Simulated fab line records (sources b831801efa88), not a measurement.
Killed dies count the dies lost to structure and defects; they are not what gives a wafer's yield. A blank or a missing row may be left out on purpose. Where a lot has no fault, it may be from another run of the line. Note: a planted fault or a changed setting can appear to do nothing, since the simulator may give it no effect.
Which of the tools did it? -- flow gf180mcu -- 14 lots, 42 wafers sampled, at 4 steps of a route of 602

WHAT THE GAUGES READ, wafer by wafer
GF_V1_THK_MEAS_03. Usual: V1_CVD_02_THK typically reads 852 nm, with standard deviation 11.
lot,measured,on,V1_CVD_02_THK (nm),flag
L179,day 17 12:51,film_metro-02,824 853 849,
L180,day 17 22:28,film_metro-02,856 872 843,
L183,day 18 20:34,film_metro-02,830 847 850,
L187,day 20 10:26,film_metro-02,854 862 865,
L188,day 20 17:32,film_metro-04,844 849 842,
L189,day 20 22:35,film_metro-02,845 855 853,
L192,day 22 02:43,film_metro-03,822 846 846,
L193,day 22 09:51,film_metro-04,849 863 867,
L194,day 22 14:47,film_metro-03,857 870 866,
L195,day 23 00:24,film_metro-04,835 839 848,
L196,day 23 10:44,film_metro-03,846 855 845,
L198,day 24 03:42,film_metro-02,850 853 870,
L199,day 24 08:04,film_metro-03,858 877 858,
L200,day 24 14:20,film_metro-02,861 845 867,

GF_M2_THK_MEAS_06: measures by xrf. Usual: M2_ALCU_THK typically reads 451 nm, with standard deviation 5.5.
lot,measured,on,M2_ALCU_THK (nm),flag
L179,day 18 13:46,film_metro-02,445 439 446,
L180,day 19 00:55,film_metro-01,448 447 449,
L183,day 19 22:37,film_metro-01,449 451 449,
L187,day 21 12:21,film_metro-02,451 442 442,
L192,day 23 04:17,film_metro-02,443 452 449,
L193,day 23 12:17,film_metro-01,454 457 455,
L194,day 23 16:21,film_metro-03,447 451 452,
L195,day 24 01:04,film_metro-02,447 452 444,
L196,day 24 10:46,film_metro-01,455 463 451,
L198,day 25 03:29,film_metro-02,461 462 464,
L199,day 25 07:55,film_metro-02,448 454 446,
L200,day 25 14:05,film_metro-02,458 455 453,

TOOL THAT RAN EACH LOT (tool first, then ch and the chambers of the sampled wafers, then the start)
lot,GF_V1_STRIP_18,GF_M2_SPUTTER_01
L179,"plasma_asher-02 ch 0,1, day 18 12:11","pvd_sputter-04, day 18 13:31"
L180,"plasma_asher-02 ch 0,1, day 18 23:22","pvd_sputter-04, day 19 00:41"
L183,"plasma_asher-03 ch 0,1, day 19 21:02","pvd_sputter-04, day 19 22:22"
L187,"plasma_asher-03 ch 0,1, day 21 10:47","pvd_sputter-01, day 21 12:05"
L188,"plasma_asher-02 ch 0,1, day 21 18:04",-
L189,"plasma_asher-02 ch 0,1, day 21 23:07",-
L192,"plasma_asher-03 ch 0,1, day 23 02:42","pvd_sputter-04, day 23 04:02"
L193,"plasma_asher-02 ch 0,1, day 23 10:41","pvd_sputter-02, day 23 12:02"
L194,"plasma_asher-03 ch 0, day 23 14:39","pvd_sputter-04, day 23 16:06"
L195,"plasma_asher-02 ch 0,1, day 23 23:26","pvd_sputter-01, day 24 00:49"
L196,"plasma_asher-02 ch 1, day 24 09:11","pvd_sputter-01, day 24 10:31"
L198,"plasma_asher-02 ch 0,1, day 25 01:54","pvd_sputter-02, day 25 03:14"
L199,"plasma_asher-03 ch 0,1, day 25 06:20","pvd_sputter-01, day 25 07:38"
L200,"plasma_asher-02 ch 0,1, day 25 12:30","pvd_sputter-01, day 25 13:50"
- GF_V1_STRIP_18: strips in O2/N2.
- GF_M2_SPUTTER_01: material TiN, target thk 30 nm, time 25 s.

AS READ BY THE TOOLS THEMSELVES (means over the sampled wafers that have a number; for cases with no such wafer, the mark the record gives instead)
GF_V1_STRIP_18. Usual: chamber_pressure_mTorr 1499.9 mTorr, standard deviation 1.3; drypump_motor_current_A 5.7 A, standard deviation 0.52; heater_power_w 348 W, standard deviation 19; n2_flow_sccm 300.1 sccm, standard deviation 0.76; oes_product_au 0.592 a.u., standard deviation 0.0048.
lot,tool,chamber_pressure_mTorr (mTorr),drypump_motor_current_A (A),heater_power_w (W),n2_flow_sccm (sccm),oes_product_au (a.u.),flag
L179,plasma_asher-02,1500.0,5.8,371,300.1,0.594,
L180,plasma_asher-02,1499.8,5.9,368,300.6,0.589,
L183,plasma_asher-03,1498.1,5.5,338,299.9,0.591,
L187,plasma_asher-03,1500.5,5.7,335,300.2,0.595,
L188,plasma_asher-02,-,-,-,-,-,OFF
L189,plasma_asher-02,-,-,-,-,-,OFF
L192,plasma_asher-03,1500.0,5.5,334,300.2,0.590,
L193,plasma_asher-02,1500.7,5.5,362,299.8,0.595,
L194,plasma_asher-03,1501.5,5.3,341,300.4,0.595,
L195,plasma_asher-02,1499.4,5.8,359,300.7,0.590,
L196,plasma_asher-02,1497.2,6.2,373,300.2,0.593,
L198,plasma_asher-02,1499.9,5.8,370,299.7,0.592,
L199,plasma_asher-03,1499.8,5.7,337,300.3,0.592,
L200,plasma_asher-02,1499.4,5.8,367,300.2,0.595,

GF_M2_SPUTTER_01. Usual: chamber_pressure_pa 0.4000 Pa, standard deviation 0.00081; throttle_valve_pct 30.0 %, standard deviation 0.49.
lot,tool,chamber_pressure_pa (Pa),throttle_valve_pct (%),flag
L179,pvd_sputter-04,0.4003,29.6,
L180,pvd_sputter-04,0.4000,30.4,
L183,pvd_sputter-04,0.4005,29.8,
L187,pvd_sputter-01,0.4003,29.7,
L192,pvd_sputter-04,0.4012,30.9,
L193,pvd_sputter-02,0.3997,29.9,
L194,pvd_sputter-04,0.3996,30.4,
L195,pvd_sputter-01,0.4003,29.7,
L196,pvd_sputter-01,0.4006,29.8,
L198,pvd_sputter-02,0.4001,29.9,
L199,pvd_sputter-01,0.3995,29.5,
L200,pvd_sputter-01,0.4001,29.7,

THE ANSWER, worked out from the rows above alone
Rule: a lot is off if the mean of its wafers that have a number lies more than 3 standard deviations from the usual mean. Also off: a lot with no number at a reading for which 4 or more lots have one. All remaining lots with rows at the step are treated as sound. Order of review: gauges by route order, followed by the tools' own readings, for which a lot's mean as printed above is used. The first step at which some lot is off is used, and at that step the reading that is off furthest; a lot without a number counts as furthest.
Off: L188, L189 (GF_V1_STRIP_18, chamber_pressure_mTorr). Without a number there: L188, L189.
If a tool, at that step or one of the process steps before it, ran each lot that is off and ran no sound lot following the first of them, it fits. None of those tried fits.

WHAT THE SIMULATOR HAD PUT IN
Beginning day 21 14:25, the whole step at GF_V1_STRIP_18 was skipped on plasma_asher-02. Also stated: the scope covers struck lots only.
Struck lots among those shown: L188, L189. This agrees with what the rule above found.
